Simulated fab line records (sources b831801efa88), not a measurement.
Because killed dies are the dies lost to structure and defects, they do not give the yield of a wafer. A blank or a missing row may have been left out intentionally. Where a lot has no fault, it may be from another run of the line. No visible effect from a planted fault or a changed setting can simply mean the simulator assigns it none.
Matching of chambers -- flow gf180mcu -- GF_V5_CVD_02 on pecvd-02 has 3 sister chambers
The step deposits SiO2 from TEOS, target thk 1450 nm, time 163.28 s. 6 wafers are shown with their chamber, then 8 later ones without.

WAFERS, EACH WITH ITS CHAMBER
wafer,chamber,heaterPowerW (W)
L080.1,1,629
L080.3,2,650
L080.4,1,734
L080.5,2,698
L080.6,0,461
L081.2,0,533

WAFERS WITH NO CHAMBER GIVEN
wafer,heaterPowerW (W)
L081.3,631
L081.4,607
L083.1,583
L083.3,497
L083.6,746
L088.2,680
L088.5,754
L088.6,575

WHICH CHAMBER EACH WENT THROUGH
wafer,from the rows above,in truth
L081.3,can't be placed: 2 or 1 or 0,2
L081.4,can't be placed: 2 or 1 or 0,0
L083.1,can't be placed: 0 or 2 or 1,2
L083.3,0,0
L083.6,can't be placed: 1 or 2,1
L088.2,can't be placed: 1 or 2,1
L088.5,can't be placed: 1 or 2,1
L088.6,can't be placed: 0 or 2 or 1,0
Correct placement for 1 of the 8. From these rows, 7 cannot be placed; in 7 the true chamber is one of the candidates. Placed wrongly: 0.
How it was worked out, from the rows above alone: a wafer's distance from a chamber is the root of the sum, over the readings, of the square of ((its reading less the chamber's mean) divided by the reading's scatter). If the next closest chamber is less than 2 further off than the closest, the wafer can't be placed; otherwise it belongs to the closest. A chamber's mean is the mean of its shown wafers. The scatter is the square root of a quotient: the sum, over the shown wafers, of each reading's squared deviation from its chamber's mean, divided by wafers minus chambers.
